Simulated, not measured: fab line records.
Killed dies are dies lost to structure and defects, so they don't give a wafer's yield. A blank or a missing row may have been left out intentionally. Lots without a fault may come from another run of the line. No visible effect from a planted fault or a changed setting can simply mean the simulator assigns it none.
Which tool is to blame? + flow gf180mcu + 6 lots, 18 wafers sampled, at 2 steps of a route of 602

## WHAT THE GAUGES READ, wafer by wafer
GF_HV_LDD_RS_MEAS_53: a four-point-probe measurement.
| lot  | measured     | on           | HV_LDD_RS (ohm/sq) |
|------|--------------|--------------|--------------------|
| L619 | day 13 01:59 | filmMetro-04 | 419.0 417.7 417.7  |
| L622 | day 14 12:15 | filmMetro-04 | 417.2 417.6 417.5  |
| L629 | day 16 15:34 | filmMetro-02 | 434.5 433.2 435.3  |
| L631 | day 17 05:21 | filmMetro-01 | 419.1 419.8 418.0  |
| L633 | day 18 04:01 | filmMetro-02 | 417.0 417.2 417.6  |
| L639 | day 20 02:18 | filmMetro-02 | 416.6 416.0 416.2  |

## TOOL THAT RAN EACH LOT (tool first, then ch and the chambers of the sampled wafers, then the start)
| lot  | GF_HV_LDD_IMPLANT_09            |
|------|---------------------------------|
| L619 | implanter-01 ch 0, day 10 16:35 |
| L622 | implanter-04 ch 0, day 11 23:13 |
| L629 | implanter-01 ch 0, day 13 23:11 |
| L631 | implanter-04 ch 0, day 14 10:08 |
| L633 | implanter-03 ch 0, day 15 06:56 |
| L639 | implanter-03 ch 0, day 17 02:52 |
- GF_HV_LDD_IMPLANT_09

## THE ANSWER, worked out from the rows above alone
Rule: what is usual is taken from the lots themselves. Put in order of their means at a reading, lots are off if they are a third of the lots or fewer, leave a main group of 4 or more, and stand apart from it by a gap of 3 or more times the standard deviation of the main group's means; of several such gaps the widest counts. The tables above print the reading to a certain number of digits; a main group whose means all agree to those digits is not used. A lot without any number at a reading at which 4 lots or more have one is off too. Any other lot the step has rows for is counted as sound.
Off: L629, seen at GF_HV_LDD_RS_MEAS_53 (HV_LDD_RS). Mean 417.6 ohm/sq and standard deviation 0.9 in the main group.
If a tool, at a process step before that reading, ran all the lots that are off and no sound lot after the first of them, it fits. Those tools and the gauges at GF_HV_LDD_RS_MEAS_53 are tried in the same way. One candidate fits, namely implanter-01 at GF_HV_LDD_IMPLANT_09. A fault onset in the window from L619 (day 10 16:35, its last sound lot) to L629 (day 13 23:11, its first lot off) fits.

## WHAT HAD BEEN PUT IN BY THE SIMULATOR
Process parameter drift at GF_HV_LDD_IMPLANT_09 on implanter-01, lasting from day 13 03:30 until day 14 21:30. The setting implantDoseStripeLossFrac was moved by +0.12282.
Struck lots among those shown: L629. The rule given above showed the same thing.
